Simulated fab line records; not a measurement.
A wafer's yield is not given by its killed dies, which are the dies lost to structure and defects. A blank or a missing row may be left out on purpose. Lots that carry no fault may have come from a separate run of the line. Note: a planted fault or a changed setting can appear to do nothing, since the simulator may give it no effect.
Which of the tools did it? + flow sky130 + Sampling: 13 lots, 38 wafers, 4 of 708 route steps

== WHAT EACH GAUGE READ, for each wafer ==
SKY_METAL5_THK_MEAS_06: measures by xrf. Usual: METAL5_ALCU_THK typically reads 1162 nm, with standard deviation 14.
| lot  | measured     | on            | METAL5_ALCU_THK (nm) | flag |
|------|--------------|---------------|----------------------|------|
| L917 | day 43 12:36 | film_metro-02 | 1152 1151 1149       |      |
| L919 | day 43 22:08 | film_metro-02 | 1179 1182 1157       |      |
| L920 | day 44 00:58 | film_metro-02 | 1174 1190 1158       |      |
| L921 | day 44 11:09 | film_metro-02 | 1156 1181 1177       |      |
| L923 | day 44 22:47 | film_metro-03 | 1146 1140 1134       |      |
| L924 | day 45 01:54 | film_metro-04 | 1174 1177 1149       |      |
| L925 | day 45 10:16 | film_metro-03 | 1156 1160 1145       |      |
| L926 | day 45 16:51 | film_metro-03 | 1162 1151 1152       |      |
| L927 | day 46 00:23 | film_metro-04 | 1179 1160 1169       |      |
| L928 | day 46 11:02 | film_metro-03 | 1170 1164 1183       |      |
| L935 | day 48 02:18 | film_metro-03 | 1151 1157 1158       |      |
| L937 | day 48 09:19 | film_metro-03 | 1151 1140            |      |
| L938 | day 48 13:59 | film_metro-04 | 1184 1171 1189       |      |

== WHAT TOOL EACH LOT RAN ON (gives the tool, then ch and the chambers of the sampled wafers, and finally the start) ==
| lot  | SKY_VIA3_CLEAN_18               | SKY_METAL4_SPUTTER_04        | SKY_METAL5_SPUTTER_01        |
|------|---------------------------------|------------------------------|------------------------------|
| L917 | wet_bench-03 ch 2, day 40 08:17 | pvd_sputter-03, day 40 09:13 | pvd_sputter-02, day 43 12:19 |
| L919 | wet_bench-02 ch 1, day 40 18:28 | pvd_sputter-01, day 40 19:49 | pvd_sputter-04, day 43 21:52 |
| L920 | wet_bench-03 ch 3, day 40 20:44 | pvd_sputter-04, day 40 21:40 | pvd_sputter-04, day 44 00:41 |
| L921 | wet_bench-04 ch 2, day 41 07:58 | pvd_sputter-01, day 41 08:56 | pvd_sputter-04, day 44 10:53 |
| L923 | wet_bench-04 ch 2, day 41 21:07 | pvd_sputter-01, day 41 22:02 | pvd_sputter-04, day 44 22:31 |
| L924 | wet_bench-03 ch 3, day 41 23:47 | pvd_sputter-03, day 42 00:43 | pvd_sputter-04, day 45 01:38 |
| L925 | wet_bench-04 ch 3, day 42 10:23 | pvd_sputter-04, day 42 11:20 | pvd_sputter-02, day 45 10:00 |
| L926 | wet_bench-04 ch 2, day 42 16:52 | pvd_sputter-01, day 42 17:50 | pvd_sputter-02, day 45 16:33 |
| L927 | wet_bench-04 ch 3, day 43 00:13 | pvd_sputter-01, day 43 01:10 | pvd_sputter-01, day 46 00:08 |
| L928 | wet_bench-04 ch 2, day 43 13:26 | pvd_sputter-03, day 43 14:22 | pvd_sputter-02, day 46 10:45 |
| L935 | wet_bench-03 ch 1, day 45 08:07 | pvd_sputter-04, day 45 09:02 | pvd_sputter-01, day 48 02:01 |
| L937 | wet_bench-03 ch 3, day 45 16:04 | pvd_sputter-03, day 45 16:59 | pvd_sputter-04, day 48 09:01 |
| L938 | wet_bench-03 ch 1, day 45 21:38 | pvd_sputter-01, day 45 22:34 | pvd_sputter-04, day 48 13:43 |
- SKY_VIA3_CLEAN_18: cleans in IPA, time 180 s.
- SKY_METAL4_SPUTTER_04: material TiN, target thk 70 nm, time 58.3 s.
- SKY_METAL5_SPUTTER_01: material TiN, target thk 20 nm, time 16.7 s.

== WHAT THE TOOLS THEMSELVES READ (means of the sampled wafers that have a number; where no wafer has one, the mark that the record gives instead) ==
SKY_VIA3_CLEAN_18. Usual: bath_heat_duty_pct 6.3 %, standard deviation 0.8.
| lot  | tool         | bath_heat_duty_pct (%) | flag |
|------|--------------|------------------------|------|
| L917 | wet_bench-03 | 6.3                    |      |
| L919 | wet_bench-02 | 5.7                    |      |
| L920 | wet_bench-03 | 6.2                    |      |
| L921 | wet_bench-04 | 6.0                    |      |
| L923 | wet_bench-04 | 6.3                    |      |
| L924 | wet_bench-03 | 6.6                    |      |
| L925 | wet_bench-04 | 5.6                    |      |
| L926 | wet_bench-04 | 6.8                    |      |
| L927 | wet_bench-04 | 5.6                    |      |
| L928 | wet_bench-04 | 6.7                    |      |
| L935 | wet_bench-03 | 4.6                    |      |
| L937 | wet_bench-03 | 6.0                    |      |
| L938 | wet_bench-03 | 5.6                    |      |

SKY_METAL4_SPUTTER_04. Usual: throttle_valve_pct 30.1 %, standard deviation 0.62.
| lot  | tool           | throttle_valve_pct (%) | flag |
|------|----------------|------------------------|------|
| L917 | pvd_sputter-03 | 30.7                   |      |
| L919 | pvd_sputter-01 | 29.4                   |      |
| L920 | pvd_sputter-04 | 30.3                   |      |
| L921 | pvd_sputter-01 | 29.2                   |      |
| L923 | pvd_sputter-01 | 29.8                   |      |
| L924 | pvd_sputter-03 | 30.4                   |      |
| L925 | pvd_sputter-04 | 30.6                   |      |
| L926 | pvd_sputter-01 | 30.1                   |      |
| L927 | pvd_sputter-01 | 29.3                   |      |
| L928 | pvd_sputter-03 | 30.5                   |      |
| L935 | pvd_sputter-04 | 30.7                   |      |
| L937 | pvd_sputter-03 | 30.4                   |      |
| L938 | pvd_sputter-01 | 29.2                   |      |

SKY_METAL5_SPUTTER_01. Usual: throttle_valve_pct 29.9 %, standard deviation 0.86.
| lot  | tool           | throttle_valve_pct (%) | flag |
|------|----------------|------------------------|------|
| L917 | pvd_sputter-02 | 28.8                   |      |
| L919 | pvd_sputter-04 | 30.0                   |      |
| L920 | pvd_sputter-04 | 30.4                   |      |
| L921 | pvd_sputter-04 | 30.6                   |      |
| L923 | pvd_sputter-04 | 30.3                   |      |
| L924 | pvd_sputter-04 | 30.3                   |      |
| L925 | pvd_sputter-02 | 29.6                   |      |
| L926 | pvd_sputter-02 | 28.1                   |      |
| L927 | pvd_sputter-01 | 29.4                   |      |
| L928 | pvd_sputter-02 | 29.0                   |      |
| L935 | pvd_sputter-01 | 29.9                   |      |
| L937 | pvd_sputter-04 | 30.2                   |      |
| L938 | pvd_sputter-04 | 30.0                   |      |

== THE ANSWER, worked out from the rows above alone ==
Rule: a lot counts as off when the mean over its wafers that have a number is more than 3 standard deviations away from the usual mean. Also off: a lot with no number at a reading for which 4 or more lots have one. All remaining lots with rows at the step are treated as sound. Order of review: gauges by route order, followed by the tools' own readings, for which a lot's mean as printed above is used. At the first step where some lot is off, the reading lying furthest off is the one used; lots without a number count as furthest.
Nothing can be told from this: no lot is off at any reading shown.

== WHAT THE SIMULATOR HAD INSERTED ==
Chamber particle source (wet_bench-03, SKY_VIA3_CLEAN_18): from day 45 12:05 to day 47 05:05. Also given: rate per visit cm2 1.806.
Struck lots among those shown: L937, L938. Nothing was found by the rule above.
